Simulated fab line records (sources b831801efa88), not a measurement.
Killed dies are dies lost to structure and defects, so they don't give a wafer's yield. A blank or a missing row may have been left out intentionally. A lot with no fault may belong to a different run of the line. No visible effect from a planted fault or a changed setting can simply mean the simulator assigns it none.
Matching of chambers    flow sky130    4 sister chambers for SKY_VIA1_ETCH_14 on rie diel-03
The step etches BARC in N2/H2, stops on SiO2, time 45.9 s, target depth 60 nm. 8 wafers are shown with their chamber, then 9 later ones without.

WAFERS, EACH WITH ITS CHAMBER
wafer   chamber  drypump motor current A (A)  n2 flow sccm (sccm)
L080.5  1        6.00                         99.60
L083.2  2        5.69                         100.27
L084.3  3        5.53                         99.69
L084.5  0        5.39                         99.94
L084.6  1        5.99                         100.04
L085.1  3        5.52                         100.23
L085.2  2        5.69                         100.48
L085.3  0        5.36                         100.24

WAFERS WITH NO CHAMBER GIVEN
wafer   drypump motor current A (A)  n2 flow sccm (sccm)
L086.3  5.54                         100.23
L086.5  5.34                         100.01
L086.6  5.54                         100.06
L091.1  5.35                         99.69
L091.2  5.70                         99.81
L091.4  6.01                         99.90
L093.3  6.03                         100.13
L093.4  6.00                         100.38
L093.5  5.34                         99.97

EACH ONE'S CHAMBER
wafer   from the rows above  in truth
L086.3  3                    3
L086.5  0                    0
L086.6  3                    3
L091.1  0                    0
L091.2  2                    2
L091.4  1                    1
L093.3  1                    1
L093.4  1                    1
L093.5  0                    0
Correct placement for 9 of the 9. Not placeable from these rows: 0. Placed wrongly: 0.
How it was worked out, from the rows above alone: a wafer's distance from a chamber is the root of the sum, over the readings, of the square of ((its reading less the chamber's mean) divided by the reading's scatter). The wafer belongs to the nearest chamber; if the next one is less than 2 further off, it can't be placed. For every chamber, the mean is computed from those of its wafers that are shown. The scatter is the square root of a quotient: the sum, over the shown wafers, of each reading's squared deviation from its chamber's mean, divided by wafers minus chambers.
